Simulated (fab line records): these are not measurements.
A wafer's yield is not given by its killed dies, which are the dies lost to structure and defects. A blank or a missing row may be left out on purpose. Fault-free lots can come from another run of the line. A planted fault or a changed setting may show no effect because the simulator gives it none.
A lot that was struck, set against a sound lot + flow sky130 + 15 steps out of a route of 708
Sound: these wafers, L279.2, L279.4, L279.5. Struck: wafers L287.2, L287.5, L287.6. The cause is named last.
Per side, at each step with rows, come the tool, then ch with its chambers, and then its first start. Under that, the readings that differ: sound wafers + struck wafers + difference of the means + sigmas: that difference in standard deviations of wafers without a fault.
alike: readings whose means differ by less than 2 such deviations, and words and numbers that are the same on both sides. not compared: withheld readings, readings that some wafer has no value for, bounds like >300 that may hide the same value, and numbers for which the record gives no deviation and whose values overlap.
The two part at a step that has a row with sigmas, a row that says differs or no value, or rows on one side only. When numbers do not overlap yet have no deviation, they are printed without sigmas and do not part them. Lack of a reading on every wafer of one side parts them only where that side has two or more wafers.

SKY_VT_ADJUST_PCH_STRIP_09: strips in O2/N2.
  sound on plasma asher-03 ch 1, day 11 19:01; struck on plasma asher-03 ch 0,1, day 14 13:49
  alike: drypump motor current A, oes product au, strip time to endpoint s
  not compared: rf hours counter h
SKY_VT_ADJUST_PCH_TW_MEAS_10:
  sound on film metro-03 at day 11 19:08; struck on film metro-03 at day 14 13:56
  alike: VT_ADJUST_PCH_TW
then, 7 steps without rows for these wafers: SKY_SONOS_TUNNEL_DEHYDRATE_00 (time 60 s); SKY_SONOS_TUNNEL_HMDS_01 (prime time 60 s); SKY_SONOS_TUNNEL_COAT_02 (resist thk 1140 nm); SKY_SONOS_TUNNEL_SOFTBAKE_03 (time 60 s); SKY_SONOS_TUNNEL_EXPOSE_04 (exposes mask TUNM, target cd 410 nm); SKY_SONOS_TUNNEL_PEB_05; SKY_SONOS_TUNNEL_DEVELOP_06 (develop time 60 s).
SKY_SONOS_TUNNEL_CD_MEAS_07 targets a cd of 410 nm.
  sound on cd sem-01 at day 12 19:39; struck on cd sem-02 at day 15 16:36
  alike: cd nm
SKY_SONOS_TUNNEL_OVL_MEAS_08:
  sound on overlay-01 at day 12 19:46; struck on overlay-01 at day 15 16:43
  alike: SONOS_TUNNEL_OVL
then, 1 step without rows for these wafers: SKY_SONOS_TUNNEL_IMPLANT_09.
SKY_SONOS_TUNNEL_WET_ETCH_10: etches SiO2 in dHF, target depth 14 nm, time 280 s.
  sound on wet bench-03 ch 0, day 12 19:56; struck on wet bench-02 ch 2, day 15 16:53
  no value came back on the struck wafers for bath heat duty pct (%), run length s (s), temp c (C); on the sound wafers bath heat duty pct (%) reads 6.3 7.2 7.5
then, 1 step without rows for these wafers: SKY_SONOS_TUNNEL_STRIP_11 (strips in SPM, time 600 s).
-- record jumps: 33 days separate the struck wafers' starts on either side; left off in module SONOS_TUNNEL, taken up again in module PAD_OPEN, whose first shown step is the route's number 708 --
SKY_PAD_OPEN_PROBE_99:
  sound on prober-02 at day 46 22:02; struck on prober-02 at day 49 04:00
| reading             | sound    | struck                                                               | difference                   | sigmas      |
|---------------------|----------|----------------------------------------------------------------------|------------------------------|-------------|
| hold                | - - -    | await dispo/1.1h/scrap await dispo/1.1h/scrap await dispo/1.1h/scrap | no value on the sound wafers |             |
| killed at front end | 17 20 20 | 416 419 422                                                          | +400                         | +99 or more |
| killed dies         | 82 96 85 | 492 492 492                                                          | +404                         | +41         |
| killed on rim       | 14 21 10 | 96 96 96                                                             | +81                          | +20         |
  alike: killed_at_M0_to_M3, killed_at_M4_up, killed at contacts, killed at other, killed open, killed short

WHERE THEY PART
Earliest at SKY_SONOS_TUNNEL_WET_ETCH_10; latest, in this record, at SKY_PAD_OPEN_PROBE_99.

WHY: the cause the simulator had injected
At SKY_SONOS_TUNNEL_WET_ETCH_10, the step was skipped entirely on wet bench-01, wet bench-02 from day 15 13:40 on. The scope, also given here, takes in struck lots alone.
